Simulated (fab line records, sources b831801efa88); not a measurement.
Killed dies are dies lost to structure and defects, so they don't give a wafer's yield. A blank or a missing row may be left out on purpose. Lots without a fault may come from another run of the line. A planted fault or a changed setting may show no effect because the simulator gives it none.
One fault seen from 2 desks | flow sky130 | each desk has only its own numbers; what lay behind them comes last

THE METROLOGY DESK
What the gauges read, lot by lot, whatever tool the lot ran on: means of the sampled wafers that have a number. A lot is out of limits, marked OUT, if its mean lies more than 4 standard deviations from the usual mean; the brackets give that distance.
Columns: A = CAPM_CVD_00_THK at SKY_CAPM_THK_MEAS_01, usual 15.47 nm; B = CAPM_TIN_RS at SKY_CAPM_RS_MEAS_03, usual 6.90 ohm/sq; C = CAPM_TIN_THK at SKY_CAPM_THK_MEAS_04, usual 198 nm; D = CAPM_OVL at SKY_CAPM_OVL_MEAS_12, usual 0.9 nm; E = cd_nm at SKY_METAL3_CD_MEAS_13, usual 300.3 nm; F = METAL3_OVL at SKY_METAL3_OVL_MEAS_14, usual -2 nm
lot  | first seen here | A     | B    | C   | D    | E     | F
L699 | day 36 03:35    | 15.63 | 6.90 | 197 | -0.6 | 299.8 | -5
L707 | day 39 07:20    | 15.23 | 6.96 | 194 | -0.7 | 300.0 | -2
L708 | day 39 11:56    | 15.48 | 6.78 | 203 | 1.2  | 301.4 | -5
L716 | day 42 21:21    | 15.49 | 6.80 | 203 | 1.2  | 299.0 | 7
L717 | day 42 21:42    | 15.29 | 6.83 | 199 | -0.8 | 299.8 | 0
L718 | day 42 23:16    | 15.57 | 7.03 | 195 | -0.1 | 300.8 | -4
This desk's finding: nothing out of limits on any of the 6 lots.

THE TOOL OWNER'S DESK: rie_metal-02
The tool's own readings at SKY_CAPM_METAL_ETCH_13 (etches TiN in Cl2/BCl3, stops on SiO2, target depth 220 nm, time 62.9 s): means of the sampled wafers that have a number, for each lot that ran on this tool. A lot is out of limits, marked OUT, if its mean lies more than 4 standard deviations from the usual mean; the brackets give that distance.
Columns: A = drypump_motor_current_A at SKY_CAPM_METAL_ETCH_13, usual 5.9 A; B = he_backside_leak_sccm at SKY_CAPM_METAL_ETCH_13, usual 3.34 sccm; C = oes_product_au at SKY_CAPM_METAL_ETCH_13, usual 0.943 a.u.; D = run_length_s at SKY_CAPM_METAL_ETCH_13, usual 91.3 s; E = throttle_valve_pct at SKY_CAPM_METAL_ETCH_13, usual 21.901 %
lot  | first seen here | A   | B    | C     | D               | E
L699 | day 37 05:42    | 5.8 | 3.45 | 0.945 | 91.8            | 21.903
L716 | day 43 19:36    | 5.7 | 3.45 | 0.933 | 94.2 (+4.4) OUT | 21.902
L718 | day 43 21:34    | 5.8 | 3.63 | 0.914 | 93.6            | 21.913
This desk's finding: out of limits on L716; first on L716, day 43 19:36 (run_length_s at SKY_CAPM_METAL_ETCH_13). In limits: L699, L718.

PUT TOGETHER
The tool owner's desk could have raised an alarm at day 43 19:36, on L716.
The metrology desk saw nothing out of limits.
The metrology desk has L716 on record, within its limits.
Of the lots named, all ran SKY_CAPM_METAL_ETCH_13 on rie_metal-02.

WHAT THE SIMULATOR HAD PUT IN
Process parameter drift: rie_metal-02, from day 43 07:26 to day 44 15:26, at SKY_CAPM_METAL_ETCH_13. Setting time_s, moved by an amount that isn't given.
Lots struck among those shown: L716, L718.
Hours from the fault's start to each desk's first reading out of limits: the tool owner's desk, 12.
